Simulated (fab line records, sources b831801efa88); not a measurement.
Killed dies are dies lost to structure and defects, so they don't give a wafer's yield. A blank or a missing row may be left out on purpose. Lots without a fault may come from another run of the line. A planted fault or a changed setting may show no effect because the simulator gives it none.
fab line records | flow sky130
record lots=24 wafers=72 last_day=50
route steps=708 shown CONTACT@411 METAL1@440 METAL2@484 VIA2@522 VIA3@576 METAL5@664
lots that met no fault: from a run of the same line without faults
start_h: hours from the record's first day to the start of the lot's first wafer shown | wait_h: hours since the lot's step before | " the same as in the row above | L1.1+2: a row that stands for several wafers | - no value, or no start given | * or withheld: withheld | < > ~ a bound
route shown NAME@n: a module of which the file shows steps, and the number in the route of the first | usual: mean/standard deviation of fault-free wafers | same: alike in all rows | chamber/n: place in a boat | sites: the reading at each site | _std_site: their standard deviation | _edge_site: outer sites' mean less inner sites' | radius_mm: how far each site lies from the wafer's centre | mask NAME#n: copy n | behind: the tool/chamber that last shaped the wafer | hold: why the lot was held/for how many hours/how that ended | device: the transistor (n, p or np) that didn't switch | end of line: the same wafers' tests at the end of the route | a step without rows: its recipe alone | killed: dies lost to structure and defects at the first sort, not the wafer's yield | map: a wafer's dies, x killed, . not, _ none there
set.NAME: the setting as run; set.NAME@STEP: as run at that earlier step | model.NAME: the simulator's own value behind a step, which no gauge read
steps of the route over a sample of lots; a table a step, a row a wafer
services: from which hour (start_h, from the record's first day; less than 0 if before it) a tool's chamber was out of use, for how many hours, and why
## steps
# step SKY_CONTACT_BOW_MEAS_05
# recipe mode=bow
# usual CONTACT_BOW=83/7.3
# columns lot.wafer tool chamber start_h wait_h CONTACT_BOW[um]
L074.3 film_metro-04 - 712.52 0.2 82
L074.4 " - " " 88
L074.6 " - " " 88
L075.2 film_metro-01 - 718.34 0.1 82
L075.3 " - " " 84
L075.5 " - " " 84
L076.2 film_metro-03 - 723.50 0.2 67
L076.4 " - " " 74
L076.6 " - " " 72
L077.2 film_metro-01 - 730.06 0.2 89
L077.4 " - " " 77
L077.5 " - " " 78
L078.1 film_metro-04 - 737.43 0.1 80
L078.2 " - " " 86
L078.3 " - " " 86
L079.2 film_metro-03 - 746.45 0.1 92
L079.3 " - " " 89
L079.5 " - " " 89
L080.1 film_metro-01 - 755.69 0.2 91
L080.4 " - " " 93
L080.5 " - " " 87
L081.1 film_metro-03 - 774.37 0.1 92
L081.5 " - " " 79
L081.6 " - " " 77
L082.2 film_metro-03 - 776.87 0.2 87
L082.3 " - " " 89
L082.5 " - " " 82
L083.1 film_metro-04 - 778.43 0.2 79
L083.3 " - " " 82
L083.5 " - " " 83
L084.1 film_metro-04 - 781.28 0.2 78
L084.4 " - " " 86
L084.6 " - " " 84
L085.1 film_metro-04 - 793.51 0.1 86
L085.4 " - " " 79
L085.5 " - " " 76
L086.1 film_metro-03 - 801.92 0.1 69
L086.3 " - " " 88
L086.4 " - " " 84
L087.1 film_metro-04 - 814.51 0.2 98
L087.2 " - " " 97
L087.3 " - " " 100
L088.1 film_metro-03 - 817.61 0.2 84
L088.4 " - " " 76
L088.6 " - " " 79
L089.1 film_metro-04 - 822.64 0.1 82
L089.2 " - " " 79
L089.4 " - " " 77
L090.1 film_metro-01 - 830.46 0.2 100
L090.2 " - " " 95
L090.5 " - " " 76
L091.1 film_metro-03 - 840.71 0.1 84
L091.2 " - " " 75
L091.3 " - " " 83
L092.2 film_metro-01 - 847.35 0.3 81
L092.3 " - " " 89
L092.5 " - " " 81
L093.1 film_metro-03 - 849.62 0.1 76
L093.2 " - " " 72
L093.3 " - " " 79
L094.2 film_metro-03 - 858.86 0.2 83
L094.3 " - " " 89
L094.4 " - " " 75
L095.1 film_metro-03 - 867.62 0.1 70
L095.3 " - " " 79
L095.4 " - " " 84
L096.2 film_metro-01 - 873.25 0.2 75
L096.3 " - " " 80
L096.5 " - " " 92
L097.1 film_metro-01 - 878.81 0.1 87
L097.5 " - " " 79
L097.6 " - " " 86
# step SKY_METAL1_THK_MEAS_06
# recipe thk_meas_gauge=xrf reads=AlCu_of_METAL1_SPUTTER_02
# usual METAL1_ALCU_THK=250/3.3
# columns lot.wafer tool chamber start_h wait_h METAL1_ALCU_THK[nm]
L074.3 film_metro-03 - 741.81 0.1 252
L074.4 " - " " 250
L074.6 " - " " 249
L075.2 film_metro-02 - 748.42 0.1 250
L075.3 " - " " 249
L075.5 " - " " 250
L076.2 film_metro-03 - 752.58 0.1 247
L076.4 " - " " 251
L076.6 " - " " 250
L077.2 film_metro-01 - 759.37 0.1 245
L077.4 " - " " 245
L077.5 " - " " 244
L078.1 film_metro-02 - 766.53 0.1 251
L078.2 " - " " 252
L078.3 " - " " 252
L079.2 film_metro-01 - 774.43 0.1 248
L079.3 " - " " 246
L079.5 " - " " 249
L080.1 film_metro-03 - 783.31 0.1 252
L080.4 " - " " 254
L080.5 " - " " 252
L081.1 film_metro-01 - 803.59 0.1 246
L081.5 " - " " 250
L081.6 " - " " 250
L082.2 film_metro-02 - 805.73 0.1 245
L082.3 " - " " 245
L082.5 " - " " 241
L083.1 film_metro-03 - 806.61 0.1 252
L083.3 " - " " 254
L083.5 " - " " 252
L084.1 film_metro-02 - 809.83 0.1 245
L084.4 " - " " 245
L084.6 " - " " 247
L085.1 film_metro-01 - 821.17 0.1 249
L085.4 " - " " 251
L085.5 " - " " 249
L086.1 film_metro-03 - 830.66 0.1 250
L086.3 " - " " 254
L086.4 " - " " 255
L087.1 film_metro-03 - 842.07 0.1 253
L087.2 " - " " 252
L087.3 " - " " 253
L088.1 film_metro-02 - 845.02 0.1 245
L088.4 " - " " 247
L088.6 " - " " 241
L089.1 film_metro-03 - 850.89 0.1 253
L089.2 " - " " 250
L089.4 " - " " 253
L090.1 film_metro-02 - 858.18 0.1 247
L090.2 " - " " 248
L090.5 " - " " 251
L091.1 film_metro-03 - 868.96 0.1 254
L091.2 " - " " 255
L091.3 " - " " 252
L092.2 film_metro-03 - 875.19 0.1 251
L092.3 " - " " 249
L092.5 " - " " 248
L093.1 film_metro-02 - 877.25 0.1 250
L093.2 " - " " 251
L093.3 " - " " 253
L094.2 film_metro-02 - 886.90 0.1 251
L094.3 " - " " 251
L094.4 " - " " 250
L095.1 film_metro-02 - 895.96 0.1 249
L095.3 " - " " 251
L095.4 " - " " 253
L096.2 film_metro-02 - 900.74 0.1 247
L096.3 " - " " 246
L096.5 " - " " 248
L097.1 film_metro-03 - 907.03 0.1 253
L097.5 " - " " 256
L097.6 " - " " 254
# step SKY_METAL2_SPUTTER_01
# recipe material=TiN target_thk_nm=20 power_w=6500 time_s=16.7 chamber_pressure_pa=0.4
# usual throttle_valve_pct=29.8/0.9
# columns lot.wafer tool chamber start_h wait_h throttle_valve_pct
L074.3 pvd_sputter-01 - 798.43 0.0 28.5
L074.4 " - " " 29.5
L074.6 " - " " 29.8
L075.2 pvd_sputter-02 - 803.33 0.0 31.2
L075.3 " - " " 28.9
L075.5 " - " " 30.2
L076.2 pvd_sputter-04 - 808.13 0.0 30.1
L076.4 " - " " 30.2
L076.6 " - " " 30.4
L077.2 pvd_sputter-04 - 815.09 0.0 30.4
L077.4 " - " " 29.8
L077.5 " - " " 30.7
L078.1 pvd_sputter-01 - 822.40 0.0 29.1
L078.2 " - " " 29.9
L078.3 " - " " 28.3
L079.2 pvd_sputter-01 - 830.99 0.0 29.1
L079.3 " - " " 30.1
L079.5 " - " " 30.7
L080.1 pvd_sputter-04 - 838.93 0.0 29.0
L080.4 " - " " 29.8
L080.5 " - " " 30.0
L081.1 pvd_sputter-01 - 859.27 0.0 28.9
L081.5 " - " " 30.3
L081.6 " - " " 28.5
L082.2 pvd_sputter-04 - 861.41 0.0 29.0
L082.3 " - " " 29.7
L082.5 " - " " 30.4
L083.1 pvd_sputter-02 - 862.03 0.0 31.2
L083.3 " - " " 30.6
L083.5 " - " " 32.1
L084.1 pvd_sputter-04 - 865.72 0.0 28.9
L084.4 " - " " 29.7
L084.6 " - " " 30.5
L085.1 pvd_sputter-01 - 875.53 0.0 29.0
L085.4 " - " " 28.5
L085.5 " - " " 29.8
L086.1 pvd_sputter-01 - 884.94 0.0 29.2
L086.3 " - " " 28.4
L086.4 " - " " 29.8
L087.1 pvd_sputter-01 - 897.29 0.0 29.0
L087.2 " - " " 30.4
L087.3 " - " " 30.0
L088.1 pvd_sputter-04 - 899.12 0.0 30.6
L088.4 " - " " 30.0
L088.6 " - " " 29.7
L089.1 pvd_sputter-01 - 906.40 0.0 29.2
L089.2 " - " " 30.4
L089.4 " - " " 30.1
L090.1 pvd_sputter-01 - 912.43 0.0 30.4
L090.2 " - " " 29.8
L090.5 " - " " 30.4
L091.1 pvd_sputter-02 - 923.28 0.0 32.2
L091.2 " - " " 28.7
L091.3 " - " " 30.4
L092.2 pvd_sputter-04 - 928.82 0.0 30.5
L092.3 " - " " 29.1
L092.5 " - " " 30.4
L093.1 pvd_sputter-02 - 930.77 0.0 30.5
L093.2 " - " " 31.4
L093.3 " - " " 28.8
L094.2 pvd_sputter-01 - 939.27 0.0 28.9
L094.3 " - " " 28.4
L094.4 " - " " 29.6
L095.1 pvd_sputter-04 - 948.25 0.0 29.4
L095.3 " - " " 30.5
L095.4 " - " " 30.0
L096.2 pvd_sputter-04 - 953.70 0.0 30.7
L096.3 " - " " 28.9
L096.5 " - " " 29.6
L097.1 pvd_sputter-04 - 959.68 0.0 29.7
L097.5 " - " " 30.5
L097.6 " - " " 29.3
# step SKY_VIA2_ETCH_15
# recipe target=SiO2 chemistry=C4F8/O2/Ar target_depth_nm=546 stop_on=TiN mask_material=KrF-thick source_w=1500 bias_w=1200 pressure_mtorr=40 c4f8_flow_sccm=withheld O2_flow_sccm=6 Ar_flow_sccm=300 time_s=84
# usual oes_product_au=0.941/0.0046
# columns lot.wafer tool chamber start_h wait_h oes_product_au rf_hours_counter_h
L074.3 rie_diel-04 1 852.83 0.0 0.940 6
L074.4 " 2 " " 0.935 18
L074.6 " 0 " " 0.932 -
L075.2 rie_diel-04 0 857.70 0.0 0.941 19
L075.3 " 3 " " 0.936 26
L075.5 " 2 " " 0.932 -
L076.2 rie_diel-03 0 863.13 0.0 0.933 12
L076.4 " 3 " " 0.937 12
L076.6 " 0 " " 0.944 -
L077.2 rie_diel-01 3 868.35 0.0 0.943 1
L077.4 " 0 " " 0.939 10
L077.5 " 2 " " 0.939 -
L078.1 rie_diel-03 0 877.74 0.0 0.938 13
L078.2 " 2 " " 0.946 25
L078.3 " 1 " " 0.944 8
L079.2 rie_diel-01 3 885.58 0.0 0.934 1
L079.3 " 2 " " 0.945 9
L079.5 " 2 " " 0.948 -
L080.1 rie_diel-03 0 893.99 0.0 0.941 13
L080.4 " 1 " " 0.948 9
L080.5 " 1 " " 0.942 -
L081.1 rie_diel-03 0 913.30 0.0 0.948 14
L081.5 " 3 " " 0.943 -
L081.6 " 0 " " 0.934 -
L082.2 rie_diel-03 2 914.69 0.0 0.944 27
L082.3 " 0 " " 0.942 14
L082.5 " 0 " " 0.942 -
L083.1 rie_diel-04 1 915.25 0.0 0.940 8
L083.3 " 3 " " 0.938 28
L083.5 " 1 " " 0.937 -
L084.1 rie_diel-03 2 918.65 0.0 0.942 27
L084.4 " 1 " " 0.945 10
L084.6 " 2 " " 0.936 -
L085.1 rie_diel-04 2 927.88 0.0 0.937 21
L085.4 " 0 " " 0.935 -
L085.5 " 2 " " 0.943 -
L086.1 rie_diel-01 3 935.70 0.0 0.942 2
L086.3 " 0 " " 0.942 12
L086.4 " 2 " " 0.948 10
L087.1 rie_diel-04 1 948.93 0.0 0.932 9
L087.2 " 2 " " 0.936 21
L087.3 " 0 " " 0.946 22
L088.1 rie_diel-01 1 949.63 0.0 0.944 9
L088.4 " 2 " " 0.936 10
L088.6 " 2 " " 0.947 -
L089.1 rie_diel-04 2 957.78 0.0 0.934 22
L089.2 " 3 " " 0.939 0
L089.4 " 0 " " 0.941 22
L090.1 rie_diel-01 0 962.03 0.0 0.935 12
L090.2 " 3 " " 0.941 3
L090.5 " 0 " " 0.945 -
L091.1 rie_diel-03 1 972.73 0.0 0.937 11
L091.2 " 0 " " 0.937 16
L091.3 " 3 " " 0.945 16
L092.2 rie_diel-03 1 978.74 0.0 0.935 12
L092.3 " 3 " " 0.942 16
L092.5 " 3 " " 0.938 -
L093.1 rie_diel-01 2 981.09 0.0 0.939 11
L093.2 " 1 " " 0.933 10
L093.3 " 0 " " 0.943 13
L094.2 rie_diel-01 3 989.24 0.0 0.938 4
L094.3 " 1 " " 0.943 10
L094.4 " 2 " " 0.946 12
L095.1 rie_diel-04 0 997.98 0.0 0.938 23
L095.3 " 2 " " 0.945 24
L095.4 " 2 " " 0.942 -
L096.2 rie_diel-01 0 1001.93 0.0 0.938 13
L096.3 " 2 " " 0.940 12
L096.5 " 2 " " 0.939 -
L097.1 rie_diel-03 1 1009.04 0.0 0.934 13
L097.5 " 2 " " 0.937 -
L097.6 " 1 " " 0.930 -
# step SKY_VIA3_BOW_MEAS_03
# recipe mode=bow
# usual VIA3_BOW=81/8.5
# columns lot.wafer tool chamber start_h wait_h VIA3_BOW[um]
L074.3 film_metro-01 - 909.02 0.3 83
L074.4 " - " " 91
L074.6 " - " " 88
L075.2 film_metro-01 - 913.67 0.1 73
L075.3 " - " " 74
L075.5 " - " " 72
L076.2 film_metro-04 - 918.60 0.3 65
L076.4 " - " " 70
L076.6 " - " " 69
L077.2 film_metro-01 - 923.58 0.3 84
L077.4 " - " " 73
L077.5 " - " " 74
L078.1 film_metro-02 - 932.03 0.1 81
L078.2 " - " " 86
L078.3 " - " " 87
L079.2 film_metro-02 - 939.39 0.2 83
L079.3 " - " " 84
L079.5 " - " " 84
L080.1 film_metro-02 - 947.28 0.1 84
L080.4 " - " " 87
L080.5 " - " " 79
L081.1 film_metro-04 - 966.29 0.1 88
L081.5 " - " " 75
L081.6 " - " " 73
L082.2 film_metro-01 - 966.79 0.1 85
L082.3 " - " " 88
L082.5 " - " " 81
L083.1 film_metro-04 - 967.43 0.2 70
L083.3 " - " " 73
L083.5 " - " " 74
L084.1 film_metro-01 - 970.06 0.2 76
L084.4 " - " " 84
L084.6 " - " " 83
L085.1 film_metro-02 - 979.83 0.2 86
L085.4 " - " " 79
L085.5 " - " " 76
L086.1 film_metro-02 - 987.83 0.1 68
L086.3 " - " " 87
L086.4 " - " " 82
L087.1 film_metro-01 - 1000.39 0.2 101
L087.2 " - " " 100
L087.3 " - " " 103
L088.1 film_metro-02 - 1000.74 0.2 77
L088.4 " - " " 67
L088.6 " - " " 71
L089.1 film_metro-02 - 1008.74 0.2 80
L089.2 " - " " 77
L089.4 " - " " 76
L090.1 film_metro-02 - 1012.87 0.2 100
L090.2 " - " " 96
L090.5 " - " " 77
L091.1 film_metro-02 - 1022.33 0.2 88
L091.2 " - " " 79
L091.3 " - " " 88
L092.2 film_metro-01 - 1029.27 0.2 77
L092.3 " - " " 85
L092.5 " - " " 75
L093.1 film_metro-02 - 1031.34 0.2 73
L093.2 " - " " 67
L093.3 " - " " 75
L094.2 film_metro-01 - 1037.53 0.1 79
L094.3 " - " " 83
L094.4 " - " " 69
L095.1 film_metro-04 - 1046.99 0.2 67
L095.3 " - " " 77
L095.4 " - " " 81
L096.2 film_metro-02 - 1052.49 0.1 75
L096.3 " - " " 80
L096.5 " - " " 91
L097.1 film_metro-04 - 1057.71 0.2 89
L097.5 " - " " 82
L097.6 " - " " 88
# step SKY_METAL5_SPUTTER_03
# recipe material=Ti target_thk_nm=5 power_w=3000 time_s=3.3 chamber_pressure_pa=0.4
# usual throttle_valve_pct=29.7/0.82
# columns lot.wafer tool chamber start_h wait_h throttle_valve_pct
L074.3 pvd_sputter-02 - 1010.21 0.0 28.9
L074.4 " - " " 30.2
L074.6 " - " " 28.9
L075.2 pvd_sputter-01 - 1014.60 0.0 29.8
L075.3 " - " " 29.3
L075.5 " - " " 30.3
L076.2 pvd_sputter-04 - 1018.06 0.0 30.5
L076.4 " - " " 30.1
L076.6 " - " " 30.3
L077.2 pvd_sputter-01 - 1022.80 0.0 30.1
L077.4 " - " " 29.9
L077.5 " - " " 28.4
L078.1 pvd_sputter-01 - 1032.10 0.0 30.1
L078.2 " - " " 28.2
L078.3 " - " " 29.2
L079.2 pvd_sputter-01 - 1038.23 0.0 30.3
L079.3 " - " " 28.3
L079.5 " - " " 29.2
L080.1 pvd_sputter-01 - 1045.29 0.0 28.7
L080.4 " - " " 30.2
L080.5 " - " " 29.9
L081.1 pvd_sputter-04 - 1063.45 0.0 30.5
L081.5 " - " " 29.0
L081.6 " - " " 30.7
L082.2 pvd_sputter-01 - 1063.90 0.0 28.4
L082.3 " - " " 30.6
L082.5 " - " " 30.0
L083.1 pvd_sputter-04 - 1064.88 0.0 29.7
L083.3 " - " " 30.5
L083.5 " - " " 29.8
L084.1 pvd_sputter-01 - 1066.42 0.0 29.9
L084.4 " - " " 30.2
L084.6 " - " " 29.7
L085.1 pvd_sputter-01 - 1076.69 0.0 28.4
L085.4 " - " " 28.4
L085.5 " - " " 30.3
L086.1 pvd_sputter-02 - 1083.17 0.0 28.7
L086.3 " - " " 32.2
L086.4 " - " " 30.5
L087.1 pvd_sputter-04 - 1093.36 0.0 30.3
L087.2 " - " " 30.6
L087.3 " - " " 29.1
L088.1 pvd_sputter-01 - 1093.78 0.0 30.3
L088.4 " - " " 28.9
L088.6 " - " " 30.0
L089.1 pvd_sputter-01 - 1101.75 0.0 30.2
L089.2 " - " " 28.7
L089.4 " - " " 29.1
L090.1 pvd_sputter-01 - 1105.55 0.0 29.8
L090.2 " - " " 28.5
L090.5 " - " " 29.2
L091.1 pvd_sputter-01 - 1114.01 0.0 30.1
L091.2 " - " " 30.6
L091.3 " - " " 28.4
L092.2 pvd_sputter-01 - 1120.11 0.0 28.3
L092.3 " - " " 29.8
L092.5 " - " " 30.0
L093.1 pvd_sputter-04 - 1121.01 0.0 30.0
L093.2 " - " " 28.8
L093.3 " - " " 30.0
L094.2 pvd_sputter-04 - 1126.18 0.0 29.0
L094.3 " - " " 30.5
L094.4 " - " " 30.2
L095.1 pvd_sputter-04 - 1133.73 0.0 29.7
L095.3 " - " " 30.4
L095.4 " - " " 30.5
L096.2 pvd_sputter-01 - 1139.37 0.0 29.1
L096.3 " - " " 30.5
L096.5 " - " " 28.6
L097.1 pvd_sputter-01 - 1144.29 0.0 28.9
L097.5 " - " " 28.3
L097.6 " - " " 30.1
## services
# columns tool chamber start_h hours kind
rie_diel-04 3 793.42 18.2 repair
rie_diel-03 - 808.33 2.8 pm
rie_diel-03 0 822.59 6.3 repair
rie_diel-03 - 822.63 0.2 repair
rie_diel-03 2 826.06 30.4 repair
rie_diel-03 0 838.08 2.6 repair
rie_diel-01 0 848.14 2.0 repair
pvd_sputter-04 - 849.85 2.1 repair
rie_diel-03 1 865.74 8.0 repair
rie_diel-04 3 870.59 6.4 repair
rie_diel-03 0 883.08 4.6 repair
rie_diel-01 - 888.77 4.3 pm
rie_diel-01 1 907.74 8.9 repair
rie_diel-03 1 913.54 3.3 repair
rie_diel-04 2 914.48 2.0 repair
rie_diel-04 2 933.97 7.7 repair
rie_diel-03 0 960.10 11.7 repair
rie_diel-03 3 967.53 3.3 repair
pvd_sputter-01 - 967.80 4.0 repair
rie_diel-04 0 971.30 17.9 repair
pvd_sputter-04 - 975.84 3.6 repair
pvd_sputter-04 - 1040.38 2.8 repair
pvd_sputter-04 - 1057.14 5.5 repair
rie_diel-01 2 1065.70 4.2 repair
## key
fault none
